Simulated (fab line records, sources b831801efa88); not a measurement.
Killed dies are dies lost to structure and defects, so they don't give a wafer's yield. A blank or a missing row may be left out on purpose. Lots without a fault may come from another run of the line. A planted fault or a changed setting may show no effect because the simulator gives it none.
Which tool did it? | flow gf180mcu | 7 lots, 19 wafers sampled, at 3 steps of a route of 602

WHAT THE GAUGES READ, wafer by wafer
GF_V4_CD_MEAS_14: target cd 260 nm.
lot  | measured     | on        | cd_nm (nm)
L562 | day 24 12:58 | cd_sem-01 | 260.0 259.5 259.4
L564 | day 25 09:10 | cd_sem-01 | 261.6 260.8 260.0
L566 | day 25 23:40 | cd_sem-02 | 260.0 260.6 259.0
L575 | day 29 01:01 | cd_sem-02 | 258.9 258.4
L577 | day 29 14:55 | cd_sem-02 | 260.5 260.4
L581 | day 30 10:42 | cd_sem-02 | 259.6 258.2 258.9
L584 | day 31 04:35 | cd_sem-02 | 261.2 262.1 260.7

WHICH TOOL RAN EACH LOT (tool, then ch and the chambers of the sampled wafers, then the start)
lot  | GF_V3_CMP_26                  | GF_M4_SPUTTER_02
L562 | cmp-01 ch 0,1,3, day 22 13:49 | pvd_sputter-01, day 22 14:14
L564 | cmp-01 ch 0,1,2, day 23 12:21 | pvd_sputter-01, day 23 12:44
L566 | cmp-01 ch 0,1,3, day 24 02:15 | pvd_sputter-01, day 24 02:32
L575 | cmp-01 ch 2,3, day 27 06:58   | pvd_sputter-01, day 27 07:23
L577 | cmp-01 ch 0,1, day 27 23:26   | pvd_sputter-03, day 27 23:46
L581 | cmp-02 ch 0,2,3, day 28 20:38 | pvd_sputter-02, day 28 21:04
L584 | cmp-02 ch 0,1, day 29 14:20   | pvd_sputter-02, day 29 14:43
- GF_V3_CMP_26: polishes, stops on SiO2, t overpolish 15 s, target thk 0 nm.
- GF_M4_SPUTTER_02: material AlCu, target thk 450 nm, time 23.9 s.

THE ANSWER, worked out from the rows above alone
Rule: what is usual is taken from the lots themselves. Put in order of their means at a reading, lots are off if they are a third of the lots or fewer, leave a main group of 4 or more, and stand apart from it by a gap of 3 or more times the standard deviation of the main group's means; of several such gaps the widest counts. A main group whose means are all the same, to the digits that the tables above print for the reading, isn't used. A lot without any number at a reading at which 4 lots or more have one is off too. The other lots that the step has rows for count as sound.
No lot is off at any reading shown: from this, nothing can be told.

WHAT THE SIMULATOR HAD PUT IN
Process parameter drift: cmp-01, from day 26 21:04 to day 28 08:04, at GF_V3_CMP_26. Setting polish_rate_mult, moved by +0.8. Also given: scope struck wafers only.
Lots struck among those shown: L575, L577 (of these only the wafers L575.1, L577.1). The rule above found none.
